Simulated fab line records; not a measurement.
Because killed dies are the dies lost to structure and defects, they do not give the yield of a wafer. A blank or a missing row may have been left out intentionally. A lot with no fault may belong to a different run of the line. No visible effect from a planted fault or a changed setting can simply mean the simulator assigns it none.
Which tool did it? + flow gf180mcu + Sampling: 15 lots, 43 wafers, 4 of 602 route steps

WHAT THE GAUGES SHOWED, per wafer
GF_SAB_OVL_MEAS_10. Usual: for SAB_OVL the level is 0.6 nm and the standard deviation is 1.7.
| lot  | measured     | on         | SAB_OVL (nm)   | flag |
|------|--------------|------------|----------------|------|
| L975 | day 15 00:49 | overlay-01 | -0.3 -0.3 1.1  |      |
| L976 | day 15 13:37 | overlay-01 | 1.4 0.9 1.1    |      |
| L977 | day 16 01:52 | overlay-02 | -1.6 -1.6 -0.9 |      |
| L979 | day 16 15:59 | overlay-02 | 1.5 0.9 1.7    |      |
| L980 | day 17 04:58 | overlay-01 | 0.5 -1.6 -1.2  |      |
| L981 | day 17 11:29 | overlay-02 | 2.9 1.2 2.3    |      |
| L982 | day 17 18:37 | overlay-01 | 0.1 -1.4 -1.7  |      |
| L983 | day 18 02:01 | overlay-02 | -0.7 -1.1 1.0  |      |
| L984 | day 18 12:55 | overlay-02 | 3.2 2.7 2.5    |      |
| L985 | day 18 17:41 | overlay-02 | -0.6 -2.1 -0.5 |      |
| L986 | day 19 12:31 | overlay-02 | 0.4 1.3 1.3    |      |
| L987 | day 19 19:43 | overlay-02 | 0.3 1.1 -0.6   |      |
| L988 | day 19 22:58 | overlay-01 | -1.0 -2.1 -2.4 |      |
| L989 | day 20 20:13 | overlay-01 | 0.4 2.9        |      |
| L990 | day 21 08:13 | overlay-02 | 1.1 1.1        |      |

GF_CONTACT_THK_MEAS_01. Usual: for CONTACT_CVD_00_THK the level is 298.0 nm and the standard deviation is 3.
| lot  | measured     | on            | CONTACT_CVD_00_THK (nm) | flag |
|------|--------------|---------------|-------------------------|------|
| L975 | day 15 01:47 | film-metro-04 | 295.1 296.3 294.3       |      |
| L976 | day 15 14:35 | film-metro-01 | 296.8 298.1 302.2       |      |
| L977 | day 16 02:48 | film-metro-01 | 301.2 295.3 296.8       |      |
| L979 | day 16 16:57 | film-metro-03 | 296.3 293.8 298.6       |      |
| L980 | day 17 05:56 | film-metro-03 | 292.2 297.4 295.3       |      |
| L981 | day 17 12:27 | film-metro-04 | 296.2 295.7 298.7       |      |
| L982 | day 17 19:34 | film-metro-01 | 298.0 299.9 297.4       |      |
| L983 | day 18 02:58 | film-metro-01 | 297.1 296.6 292.5       |      |
| L984 | day 18 13:52 | film-metro-03 | 303.3 298.5 302.9       |      |
| L985 | day 18 18:38 | film-metro-04 | 300.8 302.6 299.9       |      |
| L986 | day 19 13:29 | film-metro-01 | 302.2 300.1 300.9       |      |
| L987 | day 19 20:40 | film-metro-01 | 298.5 301.3 302.4       |      |
| L988 | day 19 23:55 | film-metro-03 | 294.1 295.2 297.3       |      |
| L989 | day 20 21:10 | film-metro-03 | 296.7 299.4             |      |
| L990 | day 21 09:10 | film-metro-01 | 300.3 298.4             |      |

EACH LOT AND THE TOOL THAT RAN IT (in order: tool; ch and the chambers of the sampled wafers; start)
| lot  | GF_SAB_ETCH_11                     | GF_SALICIDE_RTA_08               |
|------|------------------------------------|----------------------------------|
| L975 | rie-diel-03 ch 0,3, day 15 00:51   | rtp-anneal-02 ch 0, day 15 01:39 |
| L976 | rie-diel-03 ch 1,2,3, day 15 13:39 | rtp-anneal-02 ch 0, day 15 14:26 |
| L977 | rie-diel-03 ch 0,3, day 16 01:53   | rtp-anneal-02 ch 0, day 16 02:40 |
| L979 | rie-diel-02 ch 0,2,3, day 16 16:02 | rtp-anneal-02 ch 0, day 16 16:49 |
| L980 | rie-diel-02 ch 0,1,3, day 17 04:59 | rtp-anneal-02 ch 0, day 17 05:47 |
| L981 | rie-diel-02 ch 0,3, day 17 11:32   | rtp-anneal-01 ch 0, day 17 12:18 |
| L982 | rie-diel-04 ch 0,2,3, day 17 18:39 | rtp-anneal-01 ch 0, day 17 19:26 |
| L983 | rie-diel-04 ch 0,1,3, day 18 02:02 | rtp-anneal-02 ch 0, day 18 02:50 |
| L984 | rie-diel-02 ch 0,1,3, day 18 12:56 | rtp-anneal-02 ch 0, day 18 13:43 |
| L985 | rie-diel-03 ch 0,1,2, day 18 17:43 | rtp-anneal-02 ch 0, day 18 18:31 |
| L986 | rie-diel-02 ch 0,2,3, day 19 12:32 | rtp-anneal-01 ch 0, day 19 13:21 |
| L987 | rie-diel-02 ch 1,3, day 19 19:44   | rtp-anneal-02 ch 0, day 19 20:32 |
| L988 | rie-diel-02 ch 0,2,3, day 19 23:00 | rtp-anneal-02 ch 0, day 19 23:47 |
| L989 | rie-diel-02 ch 0,3, day 20 20:14   | rtp-anneal-01 ch 0, day 20 21:02 |
| L990 | rie-diel-02 ch 1, day 21 08:14     | rtp-anneal-02 ch 0, day 21 09:02 |
- GF_SAB_ETCH_11: etches SiO2 in C4F8/O2/Ar, target depth 55 nm, time 8.5 s.
- GF_SALICIDE_RTA_08: time 30 s.

AS READ BY THE TOOLS THEMSELVES (means over the sampled wafers that have a number; for cases with no such wafer, the mark the record gives instead)
GF_SAB_ETCH_11. Usual: oes-product-au 1.000 a.u., standard deviation 0.0077; rf-fwd-power-W 1470 W, standard deviation 7.9.
| lot  | tool        | oes-product-au (a.u.) | rf-fwd-power-W (W) | flag |
|------|-------------|-----------------------|--------------------|------|
| L975 | rie-diel-03 | 1.007                 | 1470               |      |
| L976 | rie-diel-03 | 0.999                 | 1478               |      |
| L977 | rie-diel-03 | 1.008                 | 1472               |      |
| L979 | rie-diel-02 | 1.000                 | 1467               |      |
| L980 | rie-diel-02 | 1.008                 | 1465               |      |
| L981 | rie-diel-02 | 1.006                 | 1461               |      |
| L982 | rie-diel-04 | 0.990                 | 1473               |      |
| L983 | rie-diel-04 | 0.998                 | 1471               |      |
| L984 | rie-diel-02 | 0.997                 | 1471               |      |
| L985 | rie-diel-03 | 0.996                 | 1472               |      |
| L986 | rie-diel-02 | 1.000                 | 1468               |      |
| L987 | rie-diel-02 | 1.006                 | 1469               |      |
| L988 | rie-diel-02 | 0.941                 | 1465               | OFF  |
| L989 | rie-diel-02 | 0.828                 | 1458               | OFF  |
| L990 | rie-diel-02 | 0.912                 | 1482               | OFF  |

GF_SALICIDE_RTA_08. Usual: lamp-power-pct 18.0 %, standard deviation 0.3; wafer_temp_C_max 803.5, standard deviation 0.69.
| lot  | tool          | lamp-power-pct (%) | wafer_temp_C_max | flag |
|------|---------------|--------------------|------------------|------|
| L975 | rtp-anneal-02 | 17.8               | 803.9            |      |
| L976 | rtp-anneal-02 | 17.9               | 803.3            |      |
| L977 | rtp-anneal-02 | 17.8               | 803.6            |      |
| L979 | rtp-anneal-02 | 17.9               | 803.3            |      |
| L980 | rtp-anneal-02 | 17.9               | 803.5            |      |
| L981 | rtp-anneal-01 | 18.5               | 803.4            |      |
| L982 | rtp-anneal-01 | 18.5               | 803.1            |      |
| L983 | rtp-anneal-02 | 17.8               | 803.9            |      |
| L984 | rtp-anneal-02 | 17.8               | 804.1            |      |
| L985 | rtp-anneal-02 | 17.9               | 804.2            |      |
| L986 | rtp-anneal-01 | 18.5               | 802.6            |      |
| L987 | rtp-anneal-02 | 17.8               | 803.8            |      |
| L988 | rtp-anneal-02 | 17.8               | 803.8            |      |
| L989 | rtp-anneal-01 | 18.5               | 803.1            |      |
| L990 | rtp-anneal-02 | 17.8               | 803.4            |      |

THE ANSWER, worked out from the rows above alone
Rule: lot off if the mean of its wafers having a number is beyond 3 standard deviations from the usual mean. Also off: a lot with no number at a reading for which 4 or more lots have one. The other lots that the step has rows for count as sound. Order of review: gauges by route order, followed by the tools' own readings, for which a lot's mean as printed above is used. At the first step where some lot is off, the reading lying furthest off is the one used; lots without a number count as furthest.
Off, at GF_SAB_ETCH_11 on oes-product-au: L988, L989, L990.
A tool fits if, at that step or a process step before it, it ran every lot that is off, and no sound lot after the first of them. One fits: rie-diel-02 at GF_SAB_ETCH_11. A fault onset in the window from L987 (day 19 19:44, its last sound lot) to L988 (day 19 23:00, its first lot off) fits.
The tool's own readings at GF_SAB_ETCH_11 bear it out: on the lots that are off they differ by more than 5 times the standard deviation of the sound lots' means. oes-product-au reads 0.894 a.u. there against 1.001 a.u. on the sound lots.

WHAT THE SIMULATOR HAD INSERTED
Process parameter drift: rie-diel-02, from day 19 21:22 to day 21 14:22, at GF_SAB_ETCH_11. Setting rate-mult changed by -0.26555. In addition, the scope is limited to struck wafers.
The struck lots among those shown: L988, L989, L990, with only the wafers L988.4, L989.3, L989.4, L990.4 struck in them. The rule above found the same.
